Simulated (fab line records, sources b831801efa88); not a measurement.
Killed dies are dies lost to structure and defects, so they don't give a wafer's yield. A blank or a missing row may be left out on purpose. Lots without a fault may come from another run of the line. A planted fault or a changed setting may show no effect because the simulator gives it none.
A struck lot beside a sound one | flow sky130 | 14 steps out of a route of 708
Sound: wafers L595.1, L595.2, L595.4. Struck: wafers L583.1, L583.4, L583.6. The cause comes at the end.
At each step with rows: each side's tool, then ch and its chambers, then its first start. Under that, the readings that differ: sound wafers | struck wafers | difference of the means | sigmas: that difference in standard deviations of wafers without a fault.
alike: readings whose means differ by less than 2 such deviations, and words and numbers that are the same on both sides. not compared: withheld readings, readings that some wafer has no value for, bounds like >300 that may hide the same value, and numbers for which the record gives no deviation and whose values overlap.
The two part at a step that has a row with sigmas, a row that says differs or no value, or rows on one side only. Numbers that don't overlap but have no deviation are shown without sigmas and don't part them. A reading that every wafer of one side lacks parts them only if that side has two wafers or more.

SKY_RES_PROTECT_STRIP_07: strips in O2/N2.
  sound on plasma_asher-03 ch 0,1, day 21 11:10; struck on plasma_asher-01 ch 1, day 16 23:57
  alike: chamber_pressure_mTorr, drypump_motor_current_A, oes_product_au, strip_time_to_endpoint_s
  not compared: rf_hours_counter_h
SKY_RES_PROTECT_TW_MEAS_08:
  sound on film_metro-01, day 21 11:16; struck on film_metro-01, day 17 00:03
  alike: POLY_GATE_TW
then, 2 steps without rows for these wafers: SKY_RES_PROTECT_CLEAN_09 (cleans in SC1/SC2, time 150 s); SKY_POLY_GATE_CVD_03 (deposits Si3N4 from DCS/NH3, target thk 75 nm, time 1290 s).
SKY_POLY_GATE_THK_MEAS_04:
  sound on film_metro-02, day 21 12:44; struck on film_metro-02, day 17 02:33
  alike: POLY_GATE_CVD_03_THK
then, 7 steps without rows for these wafers: SKY_POLY_GATE_DEHYDRATE_05 (time 60 s); SKY_POLY_GATE_HMDS_06 (prime time 60 s); SKY_POLY_GATE_COAT_07 (resist thk 110 nm); SKY_POLY_GATE_COAT_08 (resist thk 450 nm); SKY_POLY_GATE_SOFTBAKE_09 (time 90 s); SKY_POLY_GATE_EXPOSE_10 (exposes mask P1M, target cd 150 nm); SKY_POLY_GATE_PEB_11.
SKY_POLY_GATE_DEVELOP_12: develop time 60 s.
  sound on litho_track-03 ch 0, day 22 18:00; struck on litho_track-01, day 18 07:00
  no value came back on the struck wafers for chill_plate_temp_C (C), develop_time_s (s); on the sound wafers chill_plate_temp_C (C) reads 22.89 22.91 22.88
  reading                                          | sound           | struck            | difference | sigmas
  model.KrF-thick_of_POLY_GATE_COAT_08.thk_nm (nm) | 435.2 436 436.5 | 448.7 450.6 450.3 | +14.0      |
SKY_POLY_GATE_CD_MEAS_13: target cd 150 nm.
  sound on cd_sem-01, day 22 18:51; struck on cd_sem-02, day 18 07:33
  reading    | sound             | struck | difference                    | sigmas
  cd_nm (nm) | 150.1 151.3 152.1 | - - -  | no value on the struck wafers |

WHERE THEY PART
First at SKY_POLY_GATE_DEVELOP_12; last, within this record, at SKY_POLY_GATE_CD_MEAS_13.

WHY: what the simulator had put in
Skipped step whole: litho_track-01, from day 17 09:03 on, at SKY_POLY_GATE_DEVELOP_12. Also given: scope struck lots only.
